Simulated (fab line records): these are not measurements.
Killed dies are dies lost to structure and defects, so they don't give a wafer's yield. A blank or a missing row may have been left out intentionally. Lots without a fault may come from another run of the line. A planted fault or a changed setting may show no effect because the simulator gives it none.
A lot that was struck, set against a sound lot    flow gf180mcu    18 steps out of a route of 602
Sound: the wafers L132.1, L132.2, L132.3. The struck wafers were L147.3, L147.5, L147.6. The cause is named last.
Order at every step that has rows: each side's tool, ch and its chambers, its first start. Under that, the readings that differ: sound wafers    struck wafers    difference of the means    sigmas: that difference in standard deviations of wafers without a fault.
alike: words and numbers the same on both sides, and readings whose means are apart by under 2 such deviations; not compared: readings that were withheld, readings missing a value for some wafer, numbers with overlapping values and no deviation given by the record, and bounds like >300 which may hide the same value.
The two part at a step that has a row with sigmas, a row that says differs or no value, or rows on one side only. Numbers that have no deviation but don't overlap get no sigmas and don't part them. A reading missing from all wafers of one side parts the sides only when that side holds two or more wafers.

first, 3 steps without rows for these wafers: GF_V4_EXPOSE_11 (exposes mask Via4, target cd 260 nm); GF_V4_PEB_12 (peb time 90 s); GF_V4_DEVELOP_13 (develop time 60 s).
GF_V4_CD_MEAS_14 targets a cd of 260 nm.
  sound: cd sem-02 at day 24 11:55; struck: cd sem-02 at day 29 03:56
  alike: cd nm
GF_V4_OVL_MEAS_15:
  sound: overlay-01 at day 24 12:02; struck: overlay-01 at day 29 04:01
  alike: V4_OVL
GF_V4_ETCH_16: etches BARC in N2/H2.
  sound on rie diel-01 ch 1,2,3, day 24 12:05; struck on rie diel-01 ch 0,2,3, day 29 04:03
  alike: drypump motor current A, n2 flow sccm, oes product au, rf fwd power W, throttle valve pct
then, 1 step without rows for these wafers: GF_V4_ETCH_17 (etches SiO2 in C4F8/O2/Ar, stops on TiN, target depth 630 nm).
GF_V4_STRIP_18: strips in O2/N2.
  sound on plasma asher-03 ch 0,1, day 24 12:13; struck on plasma asher-01 ch 0,1, day 29 04:13
  alike: drypump motor current A, heater power w, n2 flow sccm, oes product au
  not compared: rf hours counter h
then, 2 steps without rows for these wafers: GF_V4_STRIP_19 (strips in post etch residue remover, time 1200 s); GF_V4_CLEAN_20 (cleans in DIW).
GF_V4_SPUTTER_21: material Ti, target thk 15 nm, time 80.02 s.
  sound: pvd sputter-04 at day 24 12:46; struck: pvd sputter-03 at day 29 04:43
  alike: chamber pressure pa, throttle valve pct
GF_V4_SPUTTER_22: material TiN, target thk 10 nm, time 40 s.
  sound: pvd sputter-04 at day 24 12:50; struck: pvd sputter-03 at day 29 04:46
  alike: chamber pressure pa, throttle valve pct
GF_V4_CVD_23: deposits W, target thk 350 nm, time 104.9 s.
  sound on cvd w-01 ch 0,1, day 24 12:52; struck on cvd w-02 ch 0,1, day 29 04:51
reading                           sound              struck             difference  sigmas
chamber pressure Torr (Torr)      40.07 40.14 39.95  60.39 60.24 60.27  +20.25      +99 or more
model.W_of_V4_CVD_23.thk nm (nm)  349.8 350.1 349.4  426.5 433.4 426.3  +79.0       
  alike: heater power w
GF_V4_RS_MEAS_24: measures by four-point-probe.
  sound: film metro-04 at day 24 12:59; struck: film metro-03 at day 29 04:58
reading           sound              struck             difference  sigmas
V4_W_RS (ohm/sq)  0.327 0.327 0.327  0.268 0.264 0.269  -0.060      -14
GF_V4_THK_MEAS_25: measures by xrf.
  sound: film metro-04 at day 24 13:07; struck: film metro-03 at day 29 05:04
reading        sound        struck       difference  sigmas
V4_W_THK (nm)  346 346 347  424 432 427  +81         +16
GF_V4_CMP_26: polishes, stops on SiO2, t overpolish 15 s, target thk 0 nm.
  sound on cmp-02 ch 0,1,3, day 24 13:10; struck on cmp-01 ch 0,1, day 29 05:06
reading                 sound     struck       difference  sigmas
time to endpoint s (s)  85 84 85  103 104 106  +20         +5
  alike: motor current A
GF_MIM_SPUTTER_00: material Ti, target thk 37.5 nm, time 150 s.
  sound: pvd sputter-03 at day 24 13:28; struck: pvd sputter-03 at day 29 05:24
  alike: chamber pressure pa, throttle valve pct
-- the record jumps here: 4 days lie between the struck wafers' starts before and after (it left off in module MIM and takes up again in module PASSIVATION, whose first step shown is number 602 of the route) --
GF_PASSIVATION_PROBE_99:
  only the struck wafers here have rows in the record (prober-02, day 33 04:52); the sound ones have none

## WHERE THEY PART
Earliest at GF_V4_CVD_23; latest, in this record, at GF_PASSIVATION_PROBE_99.

WHY: the cause the simulator had injected
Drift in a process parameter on cvd w-02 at GF_V4_CVD_23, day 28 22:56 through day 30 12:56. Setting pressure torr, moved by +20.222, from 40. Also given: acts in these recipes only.
